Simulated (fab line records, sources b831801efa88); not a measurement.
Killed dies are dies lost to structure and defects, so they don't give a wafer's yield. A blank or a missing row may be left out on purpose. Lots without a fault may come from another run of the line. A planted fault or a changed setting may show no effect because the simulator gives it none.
One fault seen from 2 desks | flow gf180mcu | each desk has only its own numbers; what lay behind them comes last

THE TOOL OWNER'S DESK: plasma_asher-03
The tool's own readings at GF_MVSD_STRIP_10 (strips in O2/N2): means of the sampled wafers that have a number, for each lot that ran on this tool. A lot is out of limits, marked OUT, if its mean lies more than 4 standard deviations from the usual mean; the brackets give that distance.
Columns: A = drypump_motor_current_A at GF_MVSD_STRIP_10, usual 5.9 A; B = heater_power_w at GF_MVSD_STRIP_10, usual 335 W; C = oes_product_au at GF_MVSD_STRIP_10, usual 0.722 a.u.; D = strip_time_to_endpoint_s at GF_MVSD_STRIP_10, usual 37.01 s
lot  | first seen here | A   | B   | C     | D
L220 | day 4 16:50     | 5.3 | 315 | 0.725 | 37.01
L223 | day 5 08:47     | 5.3 | 318 | 0.721 | 36.98
L224 | day 5 13:52     | 5.6 | 319 | 0.724 | 36.93
L225 | day 5 20:21     | 5.3 | 318 | 0.724 | 37.00
L226 | day 6 02:56     | 5.6 | 322 | 0.719 | 36.97
L236 | day 8 13:11     | 5.3 | 317 | 0.725 | 37.06
L237 | day 8 18:05     | 5.0 | 318 | 0.725 | 37.02
This desk's finding: nothing out of limits on any of the 7 lots.

THE METROLOGY DESK
What the gauges read, lot by lot, whatever tool the lot ran on: means of the sampled wafers that have a number. A lot is out of limits, marked OUT, if its mean lies more than 4 standard deviations from the usual mean; the brackets give that distance.
Columns: A = MIM_ALCU_THK at GF_MIM_THK_MEAS_11, usual 197.1 nm; B = M5_OVL at GF_M5_OVL_MEAS_08, usual 1 nm
lot  | first seen here | A     | B
L219 | day 24 17:32    | 193.8 | -1
L220 | day 24 20:05    | 199.4 | -1
L221 | day 25 04:28    | 192.2 | -6
L223 | day 26 01:53    | 198.5 | -3
L224 | day 26 12:19    | 195.5 | 4
L225 | day 26 17:23    | 196.3 | -1
L226 | day 26 20:08    | 194.7 | -1
L228 | day 27 13:43    | 193.4 | 1
L236 | day 29 14:36    | 199.0 | 2
L237 | day 30 05:47    | 199.6 | -1
L240 | day 31 01:40    | 196.8 | -3
L241 | day 31 02:46    | 196.8 | -1
L242 | day 31 08:02    | 198.8 | 1
This desk's finding: nothing out of limits on any of the 13 lots.

PUT TOGETHER
The tool owner's desk saw nothing out of limits.
The metrology desk saw nothing out of limits.

WHAT THE SIMULATOR HAD PUT IN
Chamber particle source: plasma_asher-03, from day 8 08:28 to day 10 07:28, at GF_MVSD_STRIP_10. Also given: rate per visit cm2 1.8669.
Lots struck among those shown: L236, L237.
